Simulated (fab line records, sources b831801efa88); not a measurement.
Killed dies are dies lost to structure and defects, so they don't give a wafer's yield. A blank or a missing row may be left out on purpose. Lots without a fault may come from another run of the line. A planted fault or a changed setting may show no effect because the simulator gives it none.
A struck lot beside a sound one | flow sky130 | 43 steps out of a route of 708
Sound: wafers L546.1, L546.2, L546.4. Struck: wafers L552.1, L552.3, L552.6. The cause comes at the end.
At each step with rows: each side's tool, then ch and its chambers, then its first start. Under that, the readings that differ: sound wafers | struck wafers | difference of the means | sigmas: that difference in standard deviations of wafers without a fault.
alike: readings whose means differ by less than 2 such deviations, and words and numbers that are the same on both sides. not compared: withheld readings, readings that some wafer has no value for, bounds like >300 that may hide the same value, and numbers for which the record gives no deviation and whose values overlap.
The two part at a step that has a row with sigmas, a row that says differs or no value, or rows on one side only. Numbers that don't overlap but have no deviation are shown without sigmas and don't part them. A reading that every wafer of one side lacks parts them only if that side has two wafers or more.

first, 6 steps without rows for these wafers: SKY_SONOS_ONO_HMDS_07 (prime time 60 s); SKY_SONOS_ONO_COAT_08 (resist thk 1140 nm); SKY_SONOS_ONO_SOFTBAKE_09 (time 60 s); SKY_SONOS_ONO_EXPOSE_10 (exposes mask ONOM, target cd 410 nm); SKY_SONOS_ONO_PEB_11; SKY_SONOS_ONO_DEVELOP_12 (develop time 60 s).
SKY_SONOS_ONO_CD_MEAS_13: target cd 410 nm.
  sound on cd_sem-01, day 15 08:55; struck on cd_sem-02, day 16 19:31
  alike: cd_nm
SKY_SONOS_ONO_OVL_MEAS_14:
  sound on overlay-02, day 15 09:02; struck on overlay-02, day 16 19:38
  alike: SONOS_ONO_OVL
SKY_SONOS_ONO_ETCH_15: etches the open film in CHF3/O2, target depth 19.52 nm, time 7.8 s.
  sound on rie_diel-02 ch 0,3, day 15 09:04; struck on rie_diel-02 ch 0,1, day 16 19:40
  alike: drypump_motor_current_A, oes_product_au, rf_fwd_power_W, throttle_valve_pct
  not compared: rf_hours_counter_h
then, 1 step without rows for these wafers: SKY_SONOS_ONO_WET_ETCH_16 (etches SiO2 in dHF, target depth 14 nm, time 280 s).
SKY_SONOS_ONO_STRIP_17: strips in O2/N2.
  sound on plasma_asher-02 ch 0,1, day 15 09:10; struck on plasma_asher-01 ch 0,1, day 16 19:46
  alike: drypump_motor_current_A, oes_product_au, strip_time_to_endpoint_s
  not compared: rf_hours_counter_h
then, 1 step without rows for these wafers: SKY_SONOS_ONO_WET_ETCH_18 (etches Si3N4 in H3PO4, target depth 15 nm, time 175.4 s).
SKY_GATE_OXIDE_CLEAN_00: cleans in SC1/SC2, time 150 s.
  sound on wet_bench-01 ch 2, day 15 09:19; struck on wet_bench-01 ch 0, day 16 19:55
  alike: bath_guard_temp_C
then, 1 step without rows for these wafers: SKY_GATE_OXIDE_OXIDATION_01 (stabilise 600 s, purge 300 s, target thk 10.268 nm).
SKY_GATE_OXIDE_THK_MEAS_02:
  sound on film_metro-02, day 15 12:02; struck on film_metro-01, day 16 22:26
  alike: GATE_OXIDE_OXIDATION_00_THK
then, 7 steps without rows for these wafers: SKY_GATE_OXIDE_DEHYDRATE_03 (time 60 s); SKY_GATE_OXIDE_HMDS_04 (prime time 60 s); SKY_GATE_OXIDE_COAT_05 (resist thk 1140 nm); SKY_GATE_OXIDE_SOFTBAKE_06 (time 60 s); SKY_GATE_OXIDE_EXPOSE_07 (exposes mask LVOM, target cd 600 nm); SKY_GATE_OXIDE_PEB_08; SKY_GATE_OXIDE_DEVELOP_09 (develop time 60 s).
SKY_GATE_OXIDE_OVL_MEAS_10:
  sound on overlay-01, day 16 14:55; struck on overlay-01, day 18 01:40
  alike: GATE_OXIDE_OVL
then, 2 steps without rows for these wafers: SKY_GATE_OXIDE_IMPLANT_11; SKY_GATE_OXIDE_WET_ETCH_12 (etches SiO2 in dHF, target depth 16.8 nm, time 336 s).
SKY_GATE_OXIDE_STRIP_13: strips in O2/N2.
  sound on plasma_asher-02 ch 0,1, day 16 15:11; struck on plasma_asher-02 ch 0,1, day 18 01:56
  alike: drypump_motor_current_A, oes_product_au, strip_time_to_endpoint_s
  not compared: rf_hours_counter_h
SKY_GATE_OXIDE_TW_MEAS_14:
  sound on film_metro-03, day 16 15:17; struck on film_metro-02, day 18 02:02
  alike: GATE_OXIDE_TW
then, 3 steps without rows for these wafers: SKY_GATE_OXIDE_CLEAN_15 (cleans in SC1/SC2, time 150 s); SKY_GATE_OXIDE_OXIDATION_16 (stabilise 600 s, purge 300 s, target thk 3.57 nm); SKY_POLY_GATE_CVD_00 (deposits poly-Si, target thk 180 nm, time 720 s).
SKY_POLY_GATE_THK_MEAS_01:
  sound on film_metro-03, day 16 20:37; struck on film_metro-03, day 18 05:56
  alike: POLY_GATE_CVD_00_THK
then, 8 steps without rows for these wafers: SKY_RES_PROTECT_DEHYDRATE_00 (time 60 s); SKY_RES_PROTECT_HMDS_01 (prime time 60 s); SKY_RES_PROTECT_COAT_02 (resist thk 1140 nm); SKY_RES_PROTECT_SOFTBAKE_03 (time 60 s); SKY_RES_PROTECT_EXPOSE_04 (exposes mask RPM, target cd 1270 nm); SKY_RES_PROTECT_PEB_05; SKY_RES_PROTECT_DEVELOP_06 (develop time 60 s); SKY_POLY_GATE_IMPLANT_02.
SKY_RES_PROTECT_STRIP_07: strips in O2/N2.
  sound on plasma_asher-04 ch 0,1, day 17 23:55; struck on plasma_asher-04 ch 1, day 19 11:43
  alike: drypump_motor_current_A, oes_product_au, strip_time_to_endpoint_s
  not compared: rf_hours_counter_h
SKY_RES_PROTECT_TW_MEAS_08:
  sound on film_metro-03, day 18 00:01; struck on film_metro-04, day 19 11:49
  alike: POLY_GATE_TW
then, 1 step without rows for these wafers: SKY_RES_PROTECT_CLEAN_09 (cleans in SC1/SC2, time 150 s).
-- the record jumps here: 29 days lie between the struck wafers' starts before and after (it left off in module RES_PROTECT and takes up again in module PAD_OPEN, whose first step shown is number 708 of the route) --
SKY_PAD_OPEN_PROBE_99:
  the record has rows for the struck wafers here (prober-01, day 48 11:34) and none for the sound ones

WHERE THEY PART
Only at SKY_PAD_OPEN_PROBE_99, within this record.

WHY: what the simulator had put in
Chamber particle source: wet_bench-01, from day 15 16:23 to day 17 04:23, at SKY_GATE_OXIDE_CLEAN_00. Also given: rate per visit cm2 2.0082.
